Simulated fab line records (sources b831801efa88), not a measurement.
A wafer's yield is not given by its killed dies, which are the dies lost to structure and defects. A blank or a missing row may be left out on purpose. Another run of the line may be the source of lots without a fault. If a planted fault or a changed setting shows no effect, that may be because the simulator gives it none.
Struck lot and sound lot, side by side || flow sky130 || 17 out of 708 route steps
Sound: these wafers, L671.4, L671.5, L671.6. Wafers L677.1, L677.3, L677.4 were the ones struck. The cause is given at the end.
Per side, at each step with rows, come the tool, then ch with its chambers, and then its first start. Under that, the readings that differ: sound wafers || struck wafers || difference of the means || sigmas: that difference in standard deviations of wafers without a fault.
alike: words and numbers the same on both sides, and readings whose means are apart by under 2 such deviations; not compared: readings that were withheld, readings missing a value for some wafer, numbers with overlapping values and no deviation given by the record, and bounds like >300 which may hide the same value.
Wherever a step has rows on one side only, a row that says differs or no value, or a row with sigmas, the two part there. Non-overlapping numbers with no deviation appear without sigmas and do not part them. A reading missing from all wafers of one side parts the sides only when that side holds two or more wafers.

SKY_GATE_OXIDE_TW_MEAS_14:
  sound: filmMetro-03 at day 17 19:36; struck: filmMetro-01 at day 19 13:22
  alike: GATE_OXIDE_TW
then, 3 steps without rows for these wafers: SKY_GATE_OXIDE_CLEAN_15 (cleans in SC1/SC2, time 150 s); SKY_GATE_OXIDE_OXIDATION_16 (stabilise 600 s, purge 300 s, target thk 3.57 nm); SKY_POLY_GATE_CVD_00 (deposits poly-Si, target thk 180 nm, time 720 s).
SKY_POLY_GATE_THK_MEAS_01:
  sound: filmMetro-01 at day 18 00:51; struck: filmMetro-01 at day 19 17:58
  alike: POLY_GATE_CVD_00_THK
then, 7 steps without rows for these wafers: SKY_RES_PROTECT_DEHYDRATE_00 (time 60 s); SKY_RES_PROTECT_HMDS_01 (prime time 60 s); SKY_RES_PROTECT_COAT_02 (resist thk 1140 nm); SKY_RES_PROTECT_SOFTBAKE_03 (time 60 s); SKY_RES_PROTECT_EXPOSE_04 (exposes mask RPM, target cd 1270 nm); SKY_RES_PROTECT_PEB_05; SKY_RES_PROTECT_DEVELOP_06 (develop time 60 s).
SKY_POLY_GATE_IMPLANT_02:
  sound on implanter-01 ch 0, day 19 06:25; struck on implanter-03 ch 0, day 21 01:00
  alike: doseIonsCm2
SKY_RES_PROTECT_STRIP_07: strips in O2/N2.
  sound on plasmaAsher-01 ch 0,1, day 19 06:32; struck on plasmaAsher-01 ch 0,1, day 21 01:09
{"reading": "oesProductAu (a.u.)", "sound": "0.513 0.515 0.513", "struck": "0.495 0.494 0.499", "difference": -0.018, "sigmas": -4}
{"reading": "stripTimeToEndpointS (s)", "sound": "23.34 23.27 23.36", "struck": "25.13 25.08 25.08", "difference": "+1.77", "sigmas": "+43"}
  alike: chamberPressureMTorr, drypumpMotorCurrentA
  not compared: rfHoursCounterH
SKY_RES_PROTECT_TW_MEAS_08:
  sound: filmMetro-02 at day 19 06:37; struck: filmMetro-02 at day 21 01:15
{"reading": "POLY_GATE_TW", "sound": "4046 4047 4029", "struck": "4141 4154 4150", "difference": "+108", "sigmas": "+4"}
then, 1 step without rows for these wafers: SKY_RES_PROTECT_CLEAN_09 (cleans in SC1/SC2, time 150 s).
SKY_PAD_OPEN_PROBE_99:
  sound wafers here have rows in the record (prober-02, day 48 17:26); struck ones have none

== WHERE THEY PART ==
Earliest at SKY_RES_PROTECT_STRIP_07; latest, in this record, at SKY_PAD_OPEN_PROBE_99.

WHY: what had been put in by the simulator
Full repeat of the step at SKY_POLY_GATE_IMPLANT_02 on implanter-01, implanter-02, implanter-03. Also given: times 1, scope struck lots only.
